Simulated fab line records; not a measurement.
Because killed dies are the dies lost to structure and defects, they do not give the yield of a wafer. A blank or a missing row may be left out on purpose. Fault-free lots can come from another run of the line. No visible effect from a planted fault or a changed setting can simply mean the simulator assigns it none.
Comparing a struck lot with a sound one    flow sky130    15 out of 708 route steps
Sound: wafers L281.2, L281.4, L281.6. Struck: wafers L290.1, L290.5. (L290.4 of the same lot was not struck and is left out.) The cause comes at the end.
Order at every step that has rows: each side's tool, ch and its chambers, its first start. Under that, the readings that differ: sound wafers    struck wafers    difference of the means    sigmas: that difference in standard deviations of wafers without a fault.
alike: a reading whose means differ by less than 2 such deviations, as well as words and numbers matching on both sides. not compared: withheld readings; readings where some wafer has no value; bounds like >300 that might hide an equal value; numbers whose values overlap and for which the record gives no deviation.
Wherever a step has rows on one side only, a row that says differs or no value, or a row with sigmas, the two part there. When numbers do not overlap yet have no deviation, they are printed without sigmas and do not part them. A reading missing from all wafers of one side parts the sides only when that side holds two or more wafers.

first, 1 step without rows for these wafers: SKY_VT_ADJUST_NCORE_DEVELOP_06 (develop time 60 s).
SKY_VT_ADJUST_NCORE_CD_MEAS_07: the cd target is 380 nm.
  sound: cd-sem-02 at day 9 07:59; struck: cd-sem-02 at day 12 02:17
  alike: cd-nm
SKY_VT_ADJUST_NCORE_OVL_MEAS_08:
  sound: overlay-02 at day 9 08:05; struck: overlay-01 at day 12 02:25
  alike: VT_ADJUST_NCORE_OVL
then, 1 step without rows for these wafers: SKY_VT_ADJUST_NCORE_IMPLANT_09.
SKY_VT_ADJUST_NCORE_STRIP_10: strips in O2/N2.
  sound on plasma-asher-02 ch 0,1, day 9 08:16; struck on plasma-asher-02 ch 0, day 12 02:36
reading                       sound              struck       difference  sigmas
strip-time-to-endpoint-s (s)  14.13 14.11 14.15  14.23 14.20  +0.08       +2
  alike: chamber-pressure-mTorr, drypump-motor-current-A, oes-product-au
  not compared: rf-hours-counter-h
SKY_VT_ADJUST_NCORE_TW_MEAS_11:
  sound: film-metro-01 at day 9 08:23; struck: film-metro-01 at day 12 02:42
  alike: VT_ADJUST_NCORE_TW
then, 6 steps without rows for these wafers: SKY_VT_ADJUST_HVTR_DEHYDRATE_00 (time 60 s); SKY_VT_ADJUST_HVTR_HMDS_01 (prime time 60 s); SKY_VT_ADJUST_HVTR_COAT_02 (resist thk 1140 nm); SKY_VT_ADJUST_HVTR_SOFTBAKE_03 (time 60 s); SKY_VT_ADJUST_HVTR_EXPOSE_04 (exposes mask HVTRM, target cd 380 nm); SKY_VT_ADJUST_HVTR_PEB_05.
SKY_VT_ADJUST_HVTR_DEVELOP_06: develop time 60 s.
  sound on litho-track-01 ch 0, day 10 06:01; struck on litho-track-01 ch 0, day 13 03:35
  alike: exhaust-pa
SKY_VT_ADJUST_HVTR_CD_MEAS_07: the cd target is 380 nm.
  sound: cd-sem-02 at day 10 06:10; struck: cd-sem-02 at day 13 03:44
reading     sound              struck       difference  sigmas
cd-nm (nm)  380.8 382.2 382.5  388.5 389.2  +7.0        +3
SKY_VT_ADJUST_HVTR_OVL_MEAS_08:
  sound: overlay-01 at day 10 06:16; struck: overlay-01 at day 13 03:52
  alike: VT_ADJUST_HVTR_OVL

== WHERE THEY PART ==
Last at SKY_VT_ADJUST_HVTR_CD_MEAS_07 as far as this record goes, first at SKY_VT_ADJUST_NCORE_STRIP_10. Later steps at which nothing parts them and some readings are alike: SKY_VT_ADJUST_HVTR_OVL_MEAS_08.

WHY: the cause the simulator had injected
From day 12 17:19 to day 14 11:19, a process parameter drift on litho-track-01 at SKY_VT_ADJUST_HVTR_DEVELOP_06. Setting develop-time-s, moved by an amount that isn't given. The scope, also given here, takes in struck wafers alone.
